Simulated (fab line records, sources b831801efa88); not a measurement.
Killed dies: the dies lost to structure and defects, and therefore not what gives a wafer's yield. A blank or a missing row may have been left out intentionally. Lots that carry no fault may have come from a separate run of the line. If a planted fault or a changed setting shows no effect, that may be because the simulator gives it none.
A lot that was struck, set against a sound lot -- flow sky130 -- 15 steps out of a route of 708
Sound: the wafers L754.1, L754.3, L754.6. Struck: wafers L761.2, L761.4 (left out: L761.1, a lot-mate that was not struck); the cause follows at the end.
For every step that has rows: the tool of each side, followed by ch and its chambers, followed by its first start. Under that, the readings that differ: sound wafers -- struck wafers -- difference of the means -- sigmas: that difference in standard deviations of wafers without a fault.
alike: a reading whose means differ by less than 2 such deviations, as well as words and numbers matching on both sides. not compared: withheld readings; readings where some wafer has no value; bounds like >300 that might hide an equal value; numbers whose values overlap and for which the record gives no deviation.
A row with sigmas, a row that says differs or no value, or rows on one side alone: a step with any of these is where the two part. Non-overlapping numbers with no deviation appear without sigmas and do not part them. A reading missing from all wafers of one side parts the sides only when that side holds two or more wafers.

first, 5 steps without rows for these wafers: SKY_VIA1_STRIP_16 (strips in O2/N2); SKY_VIA1_STRIP_17 (strips in post etch residue remover, time 1200 s); SKY_VIA1_CLEAN_18 (cleans in IPA, time 180 s); SKY_VIA1_CLEAN_19 (cleans in O3/DIW); SKY_VIA1_SPUTTER_20 (material TiN, target thk 20 nm, time 80 s).
SKY_VIA1_CVD_21: deposits W, target thk 270 nm, time 80.902 s.
  sound on cvdW-02 ch 0, day 36 11:15; struck on cvdW-02 ch 0, day 38 06:01
  alike: heaterPowerW
SKY_VIA1_RS_MEAS_22: the measuring method here is four-point-probe.
  sound: filmMetro-02 at day 36 11:20; struck: filmMetro-02 at day 38 06:07
  alike: VIA1_W_RS
SKY_VIA1_THK_MEAS_23: measures by xrf.
  sound: filmMetro-02 at day 36 11:28; struck: filmMetro-02 at day 38 06:14
  alike: VIA1_W_THK
then, 1 step without rows for these wafers: SKY_VIA1_CMP_24 (polishes, stops on SiO2, t overpolish 15 s, target thk 0 nm).
SKY_METAL2_SPUTTER_00: material Ti, target thk 15 nm, time 10 s.
  sound: pvdSputter-03 at day 36 11:49; struck: pvdSputter-04 at day 38 06:35
  alike: throttleValvePct
SKY_METAL2_SPUTTER_01: material TiN, target thk 20 nm, time 16.7 s.
  sound: pvdSputter-03 at day 36 11:50; struck: pvdSputter-04 at day 38 06:37
  alike: throttleValvePct
SKY_METAL2_SPUTTER_02: material AlCu, target thk 250 nm, time 13.3 s.
  sound: pvdSputter-03 at day 36 11:52; struck: pvdSputter-04 at day 38 06:38
  alike: throttleValvePct
SKY_METAL2_SPUTTER_03: material Ti, target thk 5 nm, time 3.3 s.
  sound: pvdSputter-03 at day 36 11:53; struck: pvdSputter-04 at day 38 06:40
reading,sound,struck,difference,sigmas
model.Ti_of_METAL2_SPUTTER_03.thkNm (nm),5.151 5.182 5.159,2.173 2.17,-2.992,
  alike: throttleValvePct
SKY_METAL2_SPUTTER_04: material TiN, target thk 70 nm, time 58.3 s.
  sound: pvdSputter-03 at day 36 11:55; struck: pvdSputter-04 at day 38 06:41
  alike: throttleValvePct
-- the record jumps here: 11 days lie between the struck wafers' starts before and after (it left off in module METAL2 and takes up again in module PAD_OPEN, whose first step shown is number 708 of the route) --
SKY_PAD_OPEN_PROBE_99:
  sound: prober-01 at day 47 15:35; struck: prober-02 at day 49 00:04
reading,sound,struck,difference,sigmas
model.etest.met2.rsOhmSq,0.1275 0.1288 0.1282,0.1246 0.1249,-0.0034,
  alike: defectLimitedYield, killed_at_M0_to_M3, killed_at_M4_up, killedAtContacts, killedAtFrontEnd, killedAtOther, killedDies, killedOpen, killedShort, sort_bin_3_pad_short, sort_bin_5_function, sort_bin_6_memory, sortNPass, sortYieldPct

== WHERE THEY PART ==
Nowhere in this record.

WHY: what had been put in by the simulator
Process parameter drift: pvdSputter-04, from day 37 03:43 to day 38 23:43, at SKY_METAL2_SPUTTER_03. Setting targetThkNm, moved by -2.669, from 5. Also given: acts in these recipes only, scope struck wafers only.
